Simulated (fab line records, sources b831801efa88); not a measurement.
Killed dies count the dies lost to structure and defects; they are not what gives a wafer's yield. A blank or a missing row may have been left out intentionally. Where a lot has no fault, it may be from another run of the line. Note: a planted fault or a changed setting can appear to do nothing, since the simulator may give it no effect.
Which tool was responsible? + flow gf180mcu + 39 wafers from 13 lots sampled at 3 of the route's 602 steps

== WHAT EACH GAUGE READ, for each wafer ==
GF_M2_CD_MEAS_14: the cd target is 280 nm.
| lot  | measured     | on       | cdNm (nm)         |
|------|--------------|----------|-------------------|
| L377 | day 19 03:53 | cdSem-01 | 280.0 280.1 280.5 |
| L378 | day 19 09:18 | cdSem-01 | 278.5 278.8 278.1 |
| L379 | day 20 02:40 | cdSem-01 | 278.4 279.3 278.6 |
| L382 | day 20 23:57 | cdSem-01 | 281.5 280.0 279.6 |
| L384 | day 22 00:59 | cdSem-01 | 281.3 281.6 280.8 |
| L385 | day 22 06:11 | cdSem-01 | 279.5 278.8 279.2 |
| L386 | day 22 09:28 | cdSem-01 | 278.9 279.3 278.6 |
| L387 | day 23 03:02 | cdSem-01 | 278.2 277.7 278.5 |
| L388 | day 23 08:09 | cdSem-02 | 281.1 280.4 281.3 |
| L390 | day 24 03:19 | cdSem-01 | 278.9 278.5 279.0 |
| L395 | day 25 22:46 | cdSem-01 | 280.3 279.0 279.5 |
| L396 | day 26 03:34 | cdSem-01 | 279.2 278.2 280.0 |
| L399 | day 26 21:54 | cdSem-02 | 280.4 280.1 280.1 |

== EACH LOT AND THE TOOL THAT RAN IT (in order: tool; ch and the chambers of the sampled wafers; start) ==
| lot  | GF_VT_IMPLANT_STRIP_09              | GF_VT_IMPLANT_DEVELOP_28         |
|------|-------------------------------------|----------------------------------|
| L377 | plasmaAsher-02 ch 0,1, day 5 15:21  | lithoTrack-03 ch 0, day 6 20:38  |
| L378 | plasmaAsher-02 ch 0,1, day 5 20:41  | lithoTrack-04 ch 0, day 7 02:28  |
| L379 | plasmaAsher-02 ch 0,1, day 6 04:54  | lithoTrack-04 ch 0, day 7 11:25  |
| L382 | plasmaAsher-03 ch 0,1, day 6 20:39  | lithoTrack-03 ch 0, day 8 03:43  |
| L384 | plasmaAsher-02 ch 0,1, day 7 08:50  | lithoTrack-04 ch 0, day 8 17:38  |
| L385 | plasmaAsher-04 ch 0,1, day 7 16:23  | lithoTrack-04 ch 0, day 9 01:22  |
| L386 | plasmaAsher-03 ch 0, day 7 21:23    | lithoTrack-02 ch 0, day 9 06:18  |
| L387 | plasmaAsher-03 ch 0,1, day 8 07:03  | lithoTrack-02 ch 0, day 9 17:41  |
| L388 | plasmaAsher-04 ch 1, day 8 10:05    | lithoTrack-02 ch 0, day 9 20:15  |
| L390 | plasmaAsher-02 ch 0,1, day 8 21:40  | lithoTrack-02 ch 0, day 10 08:51 |
| L395 | plasmaAsher-04 ch 0,1, day 10 08:50 | lithoTrack-03 ch 0, day 11 20:28 |
| L396 | plasmaAsher-02 ch 0,1, day 10 14:02 | lithoTrack-02 ch 0, day 12 03:30 |
| L399 | plasmaAsher-03 ch 0,1, day 11 07:38 | lithoTrack-02 ch 0, day 12 22:45 |
- GF_VT_IMPLANT_STRIP_09: strips in O2/N2.
- GF_VT_IMPLANT_DEVELOP_28: develop time 60 s.

== AS READ BY THE TOOLS THEMSELVES (means over the sampled wafers that have a number; for cases with no such wafer, the mark the record gives instead) ==
GF_VT_IMPLANT_STRIP_09.
| lot  | tool           | drypumpMotorCurrentA (A) | heaterPowerW (W) | oesProductAu (a.u.) | platenTempC (C) | stripTimeToEndpointS (s) |
|------|----------------|--------------------------|------------------|---------------------|-----------------|--------------------------|
| L377 | plasmaAsher-02 | 5.8                      | 310              | 0.713               | 250.15          | 12.66                    |
| L378 | plasmaAsher-02 | 5.6                      | 326              | 0.716               | 250.11          | 12.60                    |
| L379 | plasmaAsher-02 | 5.7                      | 330              | 0.717               | 249.86          | 12.57                    |
| L382 | plasmaAsher-03 | 5.7                      | 364              | 0.713               | 250.02          | 12.57                    |
| L384 | plasmaAsher-02 | 5.6                      | 325              | 0.716               | 249.96          | 12.63                    |
| L385 | plasmaAsher-04 | 5.5                      | 342              | 0.710               | 250.12          | 12.62                    |
| L386 | plasmaAsher-03 | 5.9                      | 352              | 0.716               | 250.05          | 12.61                    |
| L387 | plasmaAsher-03 | 5.7                      | 359              | 0.717               | 249.97          | 12.63                    |
| L388 | plasmaAsher-04 | 5.4                      | 332              | 0.716               | 249.94          | 12.64                    |
| L390 | plasmaAsher-02 | 5.7                      | 326              | 0.716               | 250.16          | 12.63                    |
| L395 | plasmaAsher-04 | 5.5                      | 335              | 0.719               | 249.96          | 12.67                    |
| L396 | plasmaAsher-02 | 5.7                      | 327              | 0.718               | 249.94          | 12.66                    |
| L399 | plasmaAsher-03 | 5.7                      | 362              | 0.716               | 249.94          | 12.67                    |

GF_VT_IMPLANT_DEVELOP_28.
| lot  | tool          | developerTempC (C) |
|------|---------------|--------------------|
| L377 | lithoTrack-03 | 22.98              |
| L378 | lithoTrack-04 | 22.91              |
| L379 | lithoTrack-04 | 23.00              |
| L382 | lithoTrack-03 | 22.86              |
| L384 | lithoTrack-04 | 23.01              |
| L385 | lithoTrack-04 | 22.99              |
| L386 | lithoTrack-02 | 23.06              |
| L387 | lithoTrack-02 | 23.10              |
| L388 | lithoTrack-02 | 22.96              |
| L390 | lithoTrack-02 | 23.07              |
| L395 | lithoTrack-03 | 23.01              |
| L396 | lithoTrack-02 | 20.68              |
| L399 | lithoTrack-02 | 20.75              |

== THE ANSWER, worked out from the rows above alone ==
Rule: what is usual is taken from the lots themselves. Put in order of their means at a reading, lots are off if they are a third of the lots or fewer, leave a main group of 4 or more, and stand apart from it by a gap of 3 or more times the standard deviation of the main group's means; of several such gaps the widest counts. If all means in a main group match to the digits the tables above print for the reading, that group is not used. A lot without any number at a reading at which 4 lots or more have one is off too. Where the step has rows for the other lots, those lots are counted as sound. The gauges are gone through in route order, then the tools' own readings, and for those a lot's mean is taken as printed above. At the first step where some lot is off, the reading lying furthest off is the one used; lots without a number count as furthest.
Off at GF_VT_IMPLANT_DEVELOP_28 (developerTempC): L396, L399. The main group has a mean of 23.00 C with a standard deviation of 0.066.
A tool fits if, at that step or a process step before it, it ran every lot that is off, and no sound lot after the first of them. One candidate fits, namely lithoTrack-02 at GF_VT_IMPLANT_DEVELOP_28. A fault onset in the window from L390 (day 10 08:51, its last sound lot) to L396 (day 12 03:30, its first lot off) fits.
The tool's own readings at GF_VT_IMPLANT_DEVELOP_28 bear it out: on the lots that are off they differ by more than 5 times the standard deviation of the sound lots' means. developerTempC reads 20.71 C there against 23.00 C on the sound lots.

== WHAT THE SIMULATOR HAD PUT IN ==
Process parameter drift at GF_VT_IMPLANT_DEVELOP_28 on lithoTrack-02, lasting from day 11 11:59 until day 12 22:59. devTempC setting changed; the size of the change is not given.
Shown lots that were struck: L396, L399. The rule above reached the same finding.
